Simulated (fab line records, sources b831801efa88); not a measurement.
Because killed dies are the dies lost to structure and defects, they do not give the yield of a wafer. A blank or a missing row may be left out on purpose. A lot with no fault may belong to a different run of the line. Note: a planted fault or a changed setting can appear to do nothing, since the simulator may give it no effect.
Split-lot study | flow sky130 | route with 708 steps; 5 lots, 23 wafers read

== ON THE SPLIT ==
At SKY_SD_N_IMPLANT_09, the setting energy kev was moved away from the recipe's 50 on 10 of the 23 wafers read, by -4.8% to +5.3%. The other wafers ran this setting at the recipe's value.

== FROM THE SPLIT TO THE READING: what the file shows between them, 4 steps ==
- SKY_SD_N_IMPLANT_10
- SKY_SD_N_STRIP_11: strips in O2/N2
- SKY_SD_N_CLEAN_13: cleans in SC1/SC2, time 150 s
- SKY_SD_N_RTA_14: time 2 s

== THE READING ==
SD_N_RS, in ohm/sq, at SKY_SD_N_RS_MEAS_16 (measures by four-point-probe). Fault-free wafers of this fab line usually give 68.62 ohm/sq, standard deviation 0.13 ohm/sq.

wafer  | tool, chamber at the split | energy kev as run | against the recipe | SD_N_RS, ohm/sq | against lot-mates on the recipe
L076.2 | implanter-03, 0            | 50                | recipe             | 68.81           | -
L076.3 | implanter-03, 0            | 50                | recipe             | 68.75           | -
L076.4 | implanter-03, 0            | 50                | recipe             | 68.66           | -
L080.1 | implanter-04, 0            | 50                | recipe             | 68.72           | -
L080.2 | implanter-04, 0            | 47.78             | -4.4%              | 70.28           | +1.56
L080.3 | implanter-04, 0            | 50                | recipe             | 68.74           | -
L080.4 | implanter-04, 0            | 50                | recipe             | 68.71           | -
L080.6 | implanter-04, 0            | 47.78             | -4.4%              | 70.15           | +1.43
L081.1 | implanter-03, 0            | 48.7              | -2.6%              | 69.53           | +1.06
L081.2 | implanter-03, 0            | 50                | recipe             | 68.57           | -
L081.3 | implanter-03, 0            | 50                | recipe             | 68.38           | -
L081.4 | implanter-03, 0            | 48.7              | -2.6%              | 69.41           | +0.94
L081.5 | implanter-03, 0            | 48.7              | -2.6%              | 69.44           | +0.97
L083.2 | implanter-04, 0            | 47.61             | -4.8%              | 70.23           | +1.55
L083.3 | implanter-04, 0            | 47.61             | -4.8%              | 70.55           | +1.87
L083.4 | implanter-04, 0            | 50                | recipe             | 68.64           | -
L083.5 | implanter-04, 0            | 50                | recipe             | 68.69           | -
L083.6 | implanter-04, 0            | 50                | recipe             | 68.72           | -
L082.1 | implanter-03, 0            | 50                | recipe             | 68.60           | -
L082.2 | implanter-03, 0            | 52.63             | +5.3%              | 66.69           | -1.92
L082.3 | implanter-03, 0            | 52.63             | +5.3%              | 66.81           | -1.80
L082.4 | implanter-03, 0            | 52.63             | +5.3%              | 66.75           | -1.86
L082.6 | implanter-03, 0            | 50                | recipe             | 68.62           | -

THE FIT
A straight line over all 23 wafers: SD_N_RS changes by -0.355 ohm/sq for each +1% of energy kev; r = -0.99; the points scatter about the line by 0.11 ohm/sq.
The same after taking each lot's own level away (the mean of its wafers on the recipe; 23 wafers): -0.353 ohm/sq for each +1%; r = -1.00; scatter 0.08 ohm/sq.
According to that fit, moving energy kev by its largest amount changes the reading by 1.9 ohm/sq.
Measured against the standard deviation above, the lots' own levels, which go from 68.475 to 68.740 ohm/sq, span 2.0 times it.
The two slopes agree, so the slope changes little with the lot-to-lot level.
Check: with one of the wafers moved furthest among these (+5.3%) left out of the fit, the line predicts -1.84 ohm/sq for it against its lot-mates. It came out at -1.92 ohm/sq against them.

== THE OTHER SPLITS THESE WAFERS WENT THROUGH ==
Before the reading, these wafers also passed through other splits. Each is held against what the fit with the lots' levels taken away leaves over:
other split on the same wafers    | wafers away from the commonest value | r with SD_N_RS (lot level and that fit taken away)
SKY_LDD_P_IMPLANT_09 dose cm2     | 10                                   | +0.27
SKY_LDD_HVP_IMPLANT_08 energy kev | 8                                    | +0.06
SKY_POLY_CUT_EXPOSE_05 dose mj    | 6                                    | -0.25
SKY_POLY_CUT_ETCH_10 time s       | 8                                    | +0.00
SKY_SD_P_IMPLANT_09 energy kev    | 7                                    | -0.47
SKY_RES_XHIGH_IMPLANT_07 dose cm2 | 6                                    | -0.13

== THE WHOLE CHAIN: every reading that the file lists as answering this split, in the file's order ==
step                | what it does                 | reading                                                         | change (the file's fit)               | r (the file's)
SKY_SD_N_IMPLANT_09 |                              | implant.rp nm (the simulator's own value, which no gauge read)  | +0.261 nm for each +1% of the setting | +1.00
SKY_SD_N_IMPLANT_09 |                              | implant.drp nm (the simulator's own value, which no gauge read) | +0.106 nm for each +1% of the setting | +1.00
SKY_SD_N_STRIP_11   | strips in O2/N2              | strip time to endpoint s                                        | withheld for each +1% of the setting  | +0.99
SKY_SD_N_RS_MEAS_16 | measures by four-point-probe | SD_N_RS                                                         | -0.352 for each +1% of the setting    | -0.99

== THE FILE'S OWN FIT ==
SD_N_RS changes by -0.352 ohm/sq for each +1% of energy kev, r = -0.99.
